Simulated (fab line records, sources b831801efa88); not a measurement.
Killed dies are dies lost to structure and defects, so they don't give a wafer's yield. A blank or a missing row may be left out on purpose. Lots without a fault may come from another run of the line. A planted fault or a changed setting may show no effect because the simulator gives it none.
Which tool did it? | flow gf180mcu | 6 lots, 16 wafers sampled, at 4 steps of a route of 602

WHAT THE GAUGES READ, wafer by wafer
GF_PSD_RS_MEAS_14: measures by four-point-probe.
lot  | measured     | on            | NSD_RS (ohm/sq)
L949 | day 16 05:46 | film_metro-01 | 44.77 44.78
L951 | day 16 21:22 | film_metro-03 | 44.77 44.65
L960 | day 20 05:14 | film_metro-01 | 45.98 46.05 46.16
L962 | day 20 22:58 | film_metro-04 | 46.18 46.23 46.26
L964 | day 21 17:10 | film_metro-04 | 46.07 45.95 46.15
L966 | day 22 13:28 | film_metro-03 | 46.18 46.26 46.24

WHICH TOOL RAN EACH LOT (tool, then ch and the chambers of the sampled wafers, then the start)
lot  | GF_HV_LDD_STRIP_37                   | GF_NSD_IMPLANT_09               | GF_NSD_STRIP_11
L949 | plasma_asher-03 ch 1, day 13 09:31   | implanter-03 ch 0, day 15 07:01 | plasma_asher-04 ch 0, day 15 07:16
L951 | plasma_asher-03 ch 0,1, day 14 00:53 | implanter-03 ch 0, day 15 22:19 | plasma_asher-03 ch 1, day 15 22:35
L960 | plasma_asher-02 ch 0,1, day 17 00:55 | implanter-04 ch 0, day 19 03:28 | plasma_asher-03 ch 0,1, day 19 03:44
L962 | plasma_asher-03 ch 0,1, day 17 18:22 | implanter-02 ch 0, day 19 21:26 | plasma_asher-01 ch 0,1, day 19 21:44
L964 | plasma_asher-03 ch 0,1, day 18 11:20 | implanter-04 ch 0, day 20 16:20 | plasma_asher-01 ch 0,1, day 20 16:38
L966 | plasma_asher-04 ch 0,1, day 19 08:31 | implanter-03 ch 0, day 21 12:55 | plasma_asher-01 ch 0,1, day 21 13:13
- GF_HV_LDD_STRIP_37: strips in O2/N2.
- GF_NSD_IMPLANT_09
- GF_NSD_STRIP_11: strips in O2/N2.

THE ANSWER, worked out from the rows above alone
Rule: what is usual is taken from the lots themselves. Put in order of their means at a reading, lots are off if they are a third of the lots or fewer, leave a main group of 4 or more, and stand apart from it by a gap of 3 or more times the standard deviation of the main group's means; of several such gaps the widest counts. A main group whose means are all the same, to the digits that the tables above print for the reading, isn't used. A lot without any number at a reading at which 4 lots or more have one is off too. The other lots that the step has rows for count as sound.
Off: L949, L951, at GF_PSD_RS_MEAS_14 (NSD_RS). The main group: mean 46.14 ohm/sq, standard deviation 0.083.
A tool fits if, at a process step before that reading, it ran every lot that is off, and no sound lot after the first of them. The gauges at GF_PSD_RS_MEAS_14 are tried like those tools. None of those tried fits.

WHAT THE SIMULATOR HAD PUT IN
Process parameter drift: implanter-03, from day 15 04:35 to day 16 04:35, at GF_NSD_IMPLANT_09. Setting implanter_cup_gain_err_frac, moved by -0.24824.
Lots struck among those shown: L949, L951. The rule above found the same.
